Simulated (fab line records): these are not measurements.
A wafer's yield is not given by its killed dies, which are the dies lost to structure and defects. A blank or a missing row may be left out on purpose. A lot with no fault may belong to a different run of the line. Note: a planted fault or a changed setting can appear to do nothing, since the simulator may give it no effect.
Struck lot and sound lot, side by side | flow sky130 | 38 out of 708 route steps
Sound: these wafers, L748.2, L748.3, L748.6. Wafers L747.1, L747.4, L747.5 were the ones struck. The cause is named last.
For every step that has rows: the tool of each side, followed by ch and its chambers, followed by its first start. Under that, the readings that differ: sound wafers | struck wafers | difference of the means | sigmas: that difference in standard deviations of wafers without a fault.
alike: a reading whose means differ by less than 2 such deviations, as well as words and numbers matching on both sides. not compared: withheld readings; readings where some wafer has no value; bounds like >300 that might hide an equal value; numbers whose values overlap and for which the record gives no deviation.
Wherever a step has rows on one side only, a row that says differs or no value, or a row with sigmas, the two part there. Numbers that don't overlap but have no deviation are shown without sigmas and don't part them. A reading that every wafer of one side lacks parts them only if that side has two wafers or more.

first, 9 steps without rows for these wafers: SKY_VIA3_SPUTTER_20 (material TiN, target thk 20 nm, time 80 s); SKY_VIA3_CVD_21 (deposits W, target thk 390 nm, time 117.31 s); SKY_VIA3_CMP_24 (polishes, stops on SiO2, t overpolish 20 s, target thk 0 nm); SKY_METAL4_SPUTTER_00 (material Ti, target thk 15 nm, time 10 s); SKY_METAL4_SPUTTER_01 (material TiN, target thk 20 nm, time 16.7 s); SKY_METAL4_SPUTTER_02 (material AlCu, target thk 735 nm, time 39.1 s); SKY_METAL4_SPUTTER_03 (material Ti, target thk 5 nm, time 3.3 s); SKY_METAL4_SPUTTER_04 (material TiN, target thk 70 nm, time 58.3 s); SKY_CAP2M_CVD_00 (deposits SiO2, target thk 15.5 nm).
SKY_CAP2M_SPUTTER_02: material TiN, target thk 200 nm, time 166.7 s.
  sound: pvd sputter-02 at day 45 05:56; struck: pvd sputter-04 at day 44 23:08
  reading                                   | sound                | struck               | difference | sigmas
  chamber pressure pa (Pa)                  | 0.4001 0.3996 0.4005 | 0.6103 0.6112 0.6113 | +0.2109    | +99 or more
  throttle valve pct (%)                    | 30.4 29.0 29.1       | 23.6 24.6 24.1       | -5.4       | -5
  model.TiN_of_CAP2M_SPUTTER_02.thk nm (nm) | 199 199.1 200.4      | 184.1 184.5 184.1    | -15.3      |
  alike: substrate temp c
SKY_CAP2M_RS_MEAS_03: a four-point-probe measurement.
  sound: film metro-01 at day 45 06:04; struck: film metro-04 at day 44 23:15
  reading               | sound          | struck         | difference | sigmas
  CAP2M_TIN_RS (ohm/sq) | 6.95 6.93 6.89 | 7.51 7.50 7.51 | +0.58      | +8
SKY_CAP2M_THK_MEAS_04: measures by xrf.
  sound: film metro-01 at day 45 06:11; struck: film metro-04 at day 44 23:22
  reading            | sound             | struck            | difference | sigmas
  CAP2M_TIN_THK (nm) | 196.0 197.3 197.7 | 181.3 182.6 183.2 | -14.6      | -7
then, 7 steps without rows for these wafers: SKY_CAP2M_DEHYDRATE_05 (time 60 s); SKY_CAP2M_HMDS_06 (prime time 60 s); SKY_CAP2M_COAT_07 (resist thk 1140 nm); SKY_CAP2M_SOFTBAKE_08 (time 60 s); SKY_CAP2M_EXPOSE_09 (exposes mask CAP2M, target cd 1000 nm); SKY_CAP2M_PEB_10; SKY_CAP2M_DEVELOP_11 (develop time 60 s).
SKY_CAP2M_METAL_ETCH_13: etches TiN in Cl2/BCl3, stops on SiO2, target depth 220 nm, time 62.9 s.
  sound on rie metal-01 ch 0,1, day 46 02:17; struck on rie metal-02 ch 0, day 45 19:47
  reading                | sound                | struck               | difference | sigmas
  oes product au (a.u.)  | 0.932 0.934 0.947    | 0.897 0.898 0.888    | -0.043     | -6
  throttle valve pct (%) | 21.914 21.898 21.898 | 21.921 21.935 21.928 | +0.025     | +2
  alike: bias w, drypump motor current A, rf fwd power W
  not compared: rf hours counter h
then, 16 steps without rows for these wafers: SKY_CAP2M_STRIP_14 (strips in O2/N2); SKY_CAP2M_STRIP_15 (strips in post etch residue remover, time 1200 s); SKY_CAP2M_CLEAN_16 (cleans in IPA, time 180 s); SKY_CAP2M_CLEAN_17 (cleans in O3/DIW); SKY_METAL4_DEHYDRATE_05 (time 60 s); SKY_METAL4_HMDS_06 (prime time 60 s); SKY_METAL4_COAT_07 (resist thk 60 nm); SKY_METAL4_COAT_08 (resist thk 1140 nm); SKY_METAL4_SOFTBAKE_09 (time 90 s); SKY_METAL4_EXPOSE_10 (exposes mask MM4, target cd 300 nm); SKY_METAL4_PEB_11; SKY_METAL4_DEVELOP_12 (develop time 60 s); SKY_METAL4_DESCUM_15 (chemistry O2, time 8 s); SKY_METAL4_ETCH_16 (etches BARC in N2/H2, stops on SiO2, time 88.2 s, target depth 60 nm); SKY_METAL4_ETCH_17 (etches SiO2 in C4F8/O2/Ar, stops on TiN, time 3.9 s, target depth 15 nm); SKY_METAL4_METAL_ETCH_18 (etches the open film in Cl2/BCl3, stops on SiO2, target depth 845 nm, time 183.1 s).
SKY_METAL4_STRIP_20: strips in post etch residue remover, time 1200 s.
  sound on wet bench-03 ch 0, day 47 00:24; struck on wet bench-04 ch 2, day 46 17:11
  reading                                   | sound             | struck            | difference | sigmas
  bath heat duty pct (%)                    | 19.1 17.5 20.3    | 14.9 15.1 15.0    | -4.0       | -2
  model.TiN_of_CAP2M_SPUTTER_02.thk nm (nm) | 198.2 198.3 199.6 | 183.2 183.7 183.3 | -15.3      |
  alike: bath guard temp C
-- the record jumps here: 3 days lie between the struck wafers' starts before and after (it left off in module METAL4 and takes up again in module PAD_OPEN, whose first step shown is number 708 of the route) --
SKY_PAD_OPEN_PROBE_99:
  sound: prober-02 at day 50 06:28; struck: prober-01 at day 50 02:07
  reading                           | sound             | struck            | difference | sigmas
  model.etest.cap mim2.plate ohm sq | 6.001 6.009 6.022 | 6.543 6.502 6.526 | +0.513     |
  alike: defect limited yield, killed_at_M0_to_M3, killed_at_M4_up, killed at contacts, killed at front end, killed at other, killed dies, killed open, killed short, sort_bin_3_pad_short, sort_bin_5_function, sort_bin_6_memory, sort n pass, sort yield pct

WHERE THEY PART
First at SKY_CAP2M_SPUTTER_02; last, within this record, at SKY_METAL4_STRIP_20. Later steps at which nothing parts them and some readings are alike: SKY_PAD_OPEN_PROBE_99.

WHY: the cause the simulator had injected
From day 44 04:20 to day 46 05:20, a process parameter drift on pvd sputter-04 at SKY_CAP2M_SPUTTER_02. Setting chamber pressure pa, moved by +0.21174, from 0.4. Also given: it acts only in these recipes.
